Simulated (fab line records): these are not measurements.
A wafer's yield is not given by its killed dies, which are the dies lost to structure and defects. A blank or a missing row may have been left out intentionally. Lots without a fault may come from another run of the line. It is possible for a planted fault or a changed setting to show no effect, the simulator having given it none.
Code-filled problem report in 8D (eight disciplines) form ; flow sky130 ; the parts of the form that need people (team, actions taken, sign-off) are left out

1. WHAT WENT WRONG
developer temp C at SKY_VIA2_DEVELOP_11 reads a mean of 22.91 C on 6 wafers of 2 lots; wafers without a fault read 20.98 C with a standard deviation of 0.11. That is +17 standard deviations from the usual mean.
The step: develop time 60 s.
First seen on wafer L866.1, day 42 14:00, on litho track-04. At this step, 18 wafers from 6 lots have a number in the record. The rule behind "out" and "out of limits": a value lying over 4 standard deviations away from the usual mean. The rest of the wafers with a number are treated as sound.

2. WHAT IT IS; WHAT IT IS NOT
question;is;is not
which readings at this step;developer temp C;chill plate temp C
which lots;L866, L867;L851, L857, L858, L868
which wafers of those lots;all that have a number;-
read on which tools;litho track-04;litho track-02
when;from day 42 14:00;"up to then (9 sound wafers); but 3 sound wafers of L868 came after"

3. THE SUSPECTS, EACH WITH WHAT RULES IT OUT
Counting: a tool at a process step up to the reading stays a suspect if it ran every lot that is out and no sound lot after the first of them.
- cmp-02 at SKY_VIA2_CMP_02 (polishes SiO2): ruled out as a lasting fault. The sound lots L868 went through it after L866, its earliest lot that is out (day 41 15:29).
- litho track-04 at SKY_VIA2_DEVELOP_11 (develop time 60 s): kept. Every lot that is out went through it, starting with L866 (day 42 14:00), and after that it ran no sound lot; the last sound lot it ran before then is L858 (day 40 07:00). Its own readings are out on those wafers: developer temp C.
Remaining after the count: litho track-04 at SKY_VIA2_DEVELOP_11.

4. THE CAUSE (what the simulator had put in)
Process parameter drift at SKY_VIA2_DEVELOP_11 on litho track-04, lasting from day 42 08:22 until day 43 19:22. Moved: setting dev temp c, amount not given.
After counting, this tool was the only one left.

5. THE CHAIN OF EFFECTS, in route order
Each row: a reading whose mean over the struck wafers that have a number lies more than 3 standard deviations from the usual. Only readings whose record carries a usual standard deviation are examined. hours: median over the lots of the time between each lot's start at the first step of this table that gives one and its start at this step. sigmas: the change, counted in usual standard deviations.
hours;step;reading;usual;on struck wafers;change;sigmas
0;SKY_VIA2_DEVELOP_11;developer temp C;20.98 C;22.91;+1.93;+17
The process steps in it:
- SKY_VIA2_DEVELOP_11: develop time 60 s.
Later measuring or inspecting steps at which every struck wafer that the step has a row for has a number for every such reading, and none has moved that far: SKY_VIA2_CD_MEAS_12.

6. WHAT WOULD HAVE CAUGHT IT SOONER
In this record no reading fell out of limits until day 42 14:00, 6 hours after the fault had begun at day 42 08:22.
